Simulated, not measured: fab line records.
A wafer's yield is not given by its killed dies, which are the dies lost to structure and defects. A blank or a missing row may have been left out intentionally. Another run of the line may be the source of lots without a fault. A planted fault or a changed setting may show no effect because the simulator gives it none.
Which of the tools did it?    flow gf180mcu    36 wafers from 12 lots sampled at 6 of the route's 602 steps

== WHAT THE GAUGES READ, wafer by wafer ==
GF_STI_THK_MEAS_22.
lot   measured     on             STI_OXIDATION_01_THK (nm)
L998  day 2 04:46  film metro-01  14.65 15.07 14.97
L999  day 2 08:47  film metro-04  15.29 15.51 15.31
L100  day 2 14:06  film metro-01  15.36 15.34 15.37
L101  day 2 20:30  film metro-01  14.66 15.09 14.92
L110  day 4 21:04  film metro-04  15.30 15.28 15.35
L111  day 5 00:40  film metro-01  14.98 14.78 15.09
L112  day 5 08:12  film metro-02  15.64 15.10 15.45
L113  day 5 13:36  film metro-01  15.29 15.26 15.13
L114  day 5 13:48  film metro-02  15.15 15.00 15.19
L115  day 5 21:23  film metro-02  15.26 15.13 15.39
L117  day 6 05:11  film metro-02  15.11 15.06 15.06
L118  day 6 14:41  film metro-01  15.18 14.79 15.12

GF_VT_IMPLANT_OVL_MEAS_07.
lot   measured      on          VT_IMPLANT_OVL (nm)
L998  day 5 13:17   overlay-01  -0.9 -0.8 -1.3
L999  day 5 18:45   overlay-02  0.2 0.8 1.8
L100  day 6 02:50   overlay-02  2.2 2.0 1.8
L101  day 6 11:54   overlay-02  - - -
L110  day 8 21:33   overlay-02  2.3 0.9 1.0
L111  day 9 02:29   overlay-02  1.7 2.2 2.1
L112  day 9 10:14   overlay-01  0.2 0.7 -0.5
L113  day 9 18:11   overlay-01  2.1 2.6 1.8
L114  day 9 19:47   overlay-01  0.4 0.2 -0.5
L115  day 10 00:17  overlay-02  1.7 3.1 2.6
L117  day 10 10:20  overlay-02  2.8 4.2 4.4
L118  day 11 00:50  overlay-01  0.5 2.8 2.0

GF_VT_IMPLANT_TW_MEAS_10.
lot   measured      on             VT_IMPLANT_TW
L998  day 5 13:38   film metro-02  568 568 570
L999  day 5 19:05   film metro-03  572 573 570
L100  day 6 03:08   film metro-03  576 575 572
L101  day 6 12:12   film metro-03  31 31 30
L110  day 8 21:50   film metro-02  566 569 565
L111  day 9 02:46   film metro-02  566 564 563
L112  day 9 10:31   film metro-02  567 568 566
L113  day 9 18:29   film metro-04  558 559 557
L114  day 9 20:05   film metro-03  575 575 574
L115  day 10 00:35  film metro-04  561 561 559
L117  day 10 10:37  film metro-04  556 559 558
L118  day 11 01:07  film metro-02  567 570 567

GF_NSD_OVL_MEAS_08.
lot   measured      on          NSD_OVL (nm)
L998  day 13 06:06  overlay-02  1.1 -0.9 -0.6
L999  day 13 13:04  overlay-02  -0.2 -0.1 1.3
L100  day 13 20:52  overlay-02  0.5 -0.8 0.0
L110  day 17 18:52  overlay-02  -0.4 -0.3 -1.2
L111  day 18 02:33  overlay-02  -4.0 -2.5 -1.2
L112  day 18 09:54  overlay-01  -2.0 -0.3 -1.0
L113  day 18 23:31  overlay-02  -2.6 -3.4 -1.8
L114  day 19 03:04  overlay-02  0.9 -1.7 0.4
L115  day 19 03:22  overlay-01  -1.4 -0.7 -0.5
L117  day 19 18:39  overlay-01  -0.6 -0.4 -0.7
L118  day 20 12:57  overlay-02  0.5 0.6 0.3

== EACH LOT AND THE TOOL THAT RAN IT (in order: tool; ch and the chambers of the sampled wafers; start) ==
lot   GF_VT_IMPLANT_EXPOSE_04              GF_VT_IMPLANT_STRIP_42
L998  iline stepper-02 ch 0, day 5 06:43   plasma asher-01 ch 0,1, day 7 10:43
L999  iline stepper-02 ch 0, day 5 11:26   plasma asher-03 ch 0,1, day 7 16:49
L100  iline stepper-01 ch 0, day 5 19:26   plasma asher-01 ch 0,1, day 8 00:49
L101  iline stepper-02 ch 0, day 6 04:30   plasma asher-04 ch 0,1, day 8 09:49
L110  iline stepper-01 ch 0, day 8 12:59   plasma asher-01 ch 0,1, day 11 03:06
L111  iline stepper-02 ch 0, day 8 18:25   plasma asher-01 ch 0,1, day 11 09:13
L112  iline stepper-02 ch 0, day 9 01:38   plasma asher-04 ch 0,1, day 11 16:52
L113  iline stepper-02 ch 0, day 9 09:33   plasma asher-01 ch 0,1, day 12 01:13
L114  iline stepper-01 ch 0, day 9 10:53   plasma asher-03 ch 0,1, day 12 03:13
L115  iline stepper-02 ch 0, day 9 15:53   plasma asher-01 ch 0, day 12 08:04
L117  iline stepper-02 ch 0, day 10 01:46  plasma asher-04 ch 0,1, day 12 18:55
L118  iline stepper-02 ch 0, day 10 15:23  plasma asher-03 ch 0,1, day 13 09:52
- GF_VT_IMPLANT_EXPOSE_04: exposes mask LVPWELL LV AREA, target cd 600 nm.
- GF_VT_IMPLANT_STRIP_42: strips in O2/N2.

== AS READ BY THE TOOLS THEMSELVES (means over the sampled wafers that have a number; for cases with no such wafer, the mark the record gives instead) ==
GF_VT_IMPLANT_EXPOSE_04.
lot   tool              stage vel mm s (mm/s)
L998  iline stepper-02  499.94
L999  iline stepper-02  500.21
L100  iline stepper-01  500.33
L101  iline stepper-02  499.92
L110  iline stepper-01  500.15
L111  iline stepper-02  499.78
L112  iline stepper-02  499.72
L113  iline stepper-02  500.18
L114  iline stepper-01  499.87
L115  iline stepper-02  499.85
L117  iline stepper-02  499.82
L118  iline stepper-02  500.00

GF_VT_IMPLANT_STRIP_42.
lot   tool             drypump motor current A (A)  heater power w (W)  oes product au (a.u.)  strip time to endpoint s (s)
L998  plasma asher-01  5.7                          319                 0.718                  12.63
L999  plasma asher-03  5.6                          353                 0.717                  12.59
L100  plasma asher-01  5.8                          323                 0.718                  12.71
L101  plasma asher-04  5.3                          309                 0.712                  12.61
L110  plasma asher-01  5.7                          312                 0.716                  12.62
L111  plasma asher-01  5.7                          317                 0.717                  12.62
L112  plasma asher-04  5.6                          315                 0.715                  12.59
L113  plasma asher-01  5.8                          324                 0.716                  12.66
L114  plasma asher-03  5.8                          345                 0.716                  12.52
L115  plasma asher-01  5.9                          340                 0.719                  12.60
L117  plasma asher-04  5.6                          305                 0.716                  12.65
L118  plasma asher-03  5.7                          344                 0.717                  12.60

== THE ANSWER, worked out from the rows above alone ==
Rule: what is usual is taken from the lots themselves. The widest of any qualifying gaps counts: lots, ordered by their means at a reading, are off when they make up no more than a third of the lots, leave a main group of 4 or more, and stand apart from it by 3 or more times the standard deviation of that group's means. Not used: any main group whose means are identical at the precision the tables above print for the reading. A lot without any number at a reading at which 4 lots or more have one is off too. All remaining lots with rows at the step are treated as sound. Order of review: gauges by route order, followed by the tools' own readings, for which a lot's mean as printed above is used. At the first step where some lot is off, the reading lying furthest off is the one used; lots without a number count as furthest.
Off: L101, at GF_VT_IMPLANT_OVL_MEAS_07 (VT_IMPLANT_OVL). Without a number there: L101. For the main group the mean is 1.4 nm and the standard deviation 1.3.
A tool fits if, at a process step before that reading, it ran every lot that is off, and no sound lot after the first of them. Not tried: the gauges at GF_VT_IMPLANT_OVL_MEAS_07; whatever is off there is also off at GF_VT_IMPLANT_TW_MEAS_10, on other tools, and gauge error can't account for it. Of those tried, none fits.

== WHAT HAD BEEN PUT IN BY THE SIMULATOR ==
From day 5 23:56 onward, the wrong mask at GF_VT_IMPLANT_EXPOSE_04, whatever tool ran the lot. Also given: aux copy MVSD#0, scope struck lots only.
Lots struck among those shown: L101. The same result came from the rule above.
